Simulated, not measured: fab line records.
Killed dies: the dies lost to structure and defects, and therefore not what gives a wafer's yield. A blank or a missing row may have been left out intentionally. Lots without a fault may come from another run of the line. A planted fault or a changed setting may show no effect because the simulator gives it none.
Matching of chambers / flow gf180mcu / cmp-01 running GF_V3_CMP_26: 4 sister chambers
The step polishes, stops on SiO2, t overpolish 15 s, target thk 0 nm. 20 wafers are shown with their chamber, then 10 later ones without.

EACH WAFER AND ITS CHAMBER
wafer=L189.1; chamber=2; motor current A (A)=10.5; time to endpoint s (s)=81; overpolish run s (s)=14.996
wafer=L189.3; chamber=0; motor current A (A)=12.0; time to endpoint s (s)=79; overpolish run s (s)=15.012
wafer=L189.6; chamber=0; motor current A (A)=10.8; time to endpoint s (s)=82; overpolish run s (s)=14.988
wafer=L190.2; chamber=3; motor current A (A)=10.5; time to endpoint s (s)=89; overpolish run s (s)=14.988
wafer=L190.3; chamber=2; motor current A (A)=10.1; time to endpoint s (s)=80; overpolish run s (s)=14.986
wafer=L190.5; chamber=1; motor current A (A)=11.3; time to endpoint s (s)=76; overpolish run s (s)=15.003
wafer=L196.1; chamber=0; motor current A (A)=11.7; time to endpoint s (s)=91; overpolish run s (s)=15.002
wafer=L196.2; chamber=3; motor current A (A)=9.7; time to endpoint s (s)=93; overpolish run s (s)=15.007
wafer=L196.6; chamber=3; motor current A (A)=10.8; time to endpoint s (s)=96; overpolish run s (s)=14.993
wafer=L203.2; chamber=3; motor current A (A)=10.2; time to endpoint s (s)=89; overpolish run s (s)=14.991
wafer=L203.3; chamber=0; motor current A (A)=11.3; time to endpoint s (s)=84; overpolish run s (s)=15.015
wafer=L203.4; chamber=2; motor current A (A)=10.3; time to endpoint s (s)=86; overpolish run s (s)=15.011
wafer=L206.1; chamber=3; motor current A (A)=10.6; time to endpoint s (s)=88; overpolish run s (s)=14.991
wafer=L206.2; chamber=2; motor current A (A)=10.7; time to endpoint s (s)=81; overpolish run s (s)=14.986
wafer=L206.4; chamber=1; motor current A (A)=12.7; time to endpoint s (s)=81; overpolish run s (s)=14.985
wafer=L207.1; chamber=1; motor current A (A)=12.2; time to endpoint s (s)=78; overpolish run s (s)=15.008
wafer=L207.3; chamber=3; motor current A (A)=10.3; time to endpoint s (s)=89; overpolish run s (s)=14.991
wafer=L207.6; chamber=0; motor current A (A)=11.3; time to endpoint s (s)=78; overpolish run s (s)=14.982
wafer=L208.1; chamber=0; motor current A (A)=11.8; time to endpoint s (s)=83; overpolish run s (s)=15.001
wafer=L208.5; chamber=1; motor current A (A)=12.2; time to endpoint s (s)=81; overpolish run s (s)=15.011

SIGNATURES, as means of the wafers listed above
reading=motor current A; chamber 0=11.483; chamber 1=12.100; chamber 2=10.400; chamber 3=10.350; scatter within a chamber=0.426
reading=time to endpoint s; chamber 0=82.83; chamber 1=79.00; chamber 2=82.00; chamber 3=90.67; scatter within a chamber=3.5
reading=overpolish run s; chamber 0=15.00000; chamber 1=15.00175; chamber 2=14.99475; chamber 3=14.99350; scatter within a chamber=0.0109
Rule: for a wafer and a chamber, the distance is found by dividing, reading by reading, the gap between the wafer's reading and the chamber's mean by the reading's scatter, squaring, summing and taking the root. If the next closest chamber is less than 2 further off than the closest, the wafer can't be placed; otherwise it belongs to the closest. How the scatter is found: for the shown wafers, subtract from each reading the mean of its chamber, square and add these, divide the total by (wafers less chambers), then take the root.

WAFERS WITH NO CHAMBER GIVEN
wafer=L208.6; motor current A (A)=10.1; time to endpoint s (s)=81; overpolish run s (s)=14.989
wafer=L209.2; motor current A (A)=11.6; time to endpoint s (s)=84; overpolish run s (s)=15.010
wafer=L209.3; motor current A (A)=10.3; time to endpoint s (s)=93; overpolish run s (s)=14.999
wafer=L209.4; motor current A (A)=10.5; time to endpoint s (s)=81; overpolish run s (s)=14.992
wafer=L210.3; motor current A (A)=12.7; time to endpoint s (s)=79; overpolish run s (s)=15.005
wafer=L210.4; motor current A (A)=10.4; time to endpoint s (s)=93; overpolish run s (s)=15.000
wafer=L210.5; motor current A (A)=11.7; time to endpoint s (s)=84; overpolish run s (s)=15.006
wafer=L211.3; motor current A (A)=11.7; time to endpoint s (s)=83; overpolish run s (s)=15.006
wafer=L211.4; motor current A (A)=9.9; time to endpoint s (s)=89; overpolish run s (s)=14.989
wafer=L211.6; motor current A (A)=10.3; time to endpoint s (s)=88; overpolish run s (s)=15.001

WHICH CHAMBER EACH ONE RAN IN
wafer=L208.6; from the rows above=can't be placed: 2 or 3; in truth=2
wafer=L209.2; from the rows above=can't be placed: 0 or 1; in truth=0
wafer=L209.3; from the rows above=3; in truth=3
wafer=L209.4; from the rows above=2; in truth=2
wafer=L210.3; from the rows above=can't be placed: 1 or 0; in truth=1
wafer=L210.4; from the rows above=3; in truth=3
wafer=L210.5; from the rows above=can't be placed: 0 or 1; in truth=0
wafer=L211.3; from the rows above=can't be placed: 0 or 1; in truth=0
wafer=L211.4; from the rows above=can't be placed: 3 or 2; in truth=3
wafer=L211.6; from the rows above=can't be placed: 3 or 2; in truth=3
Correctly placed: 3 of 10. Cannot be placed on the basis of these rows: 7; the candidates contain the true chamber in 7. Number placed wrongly: 0.
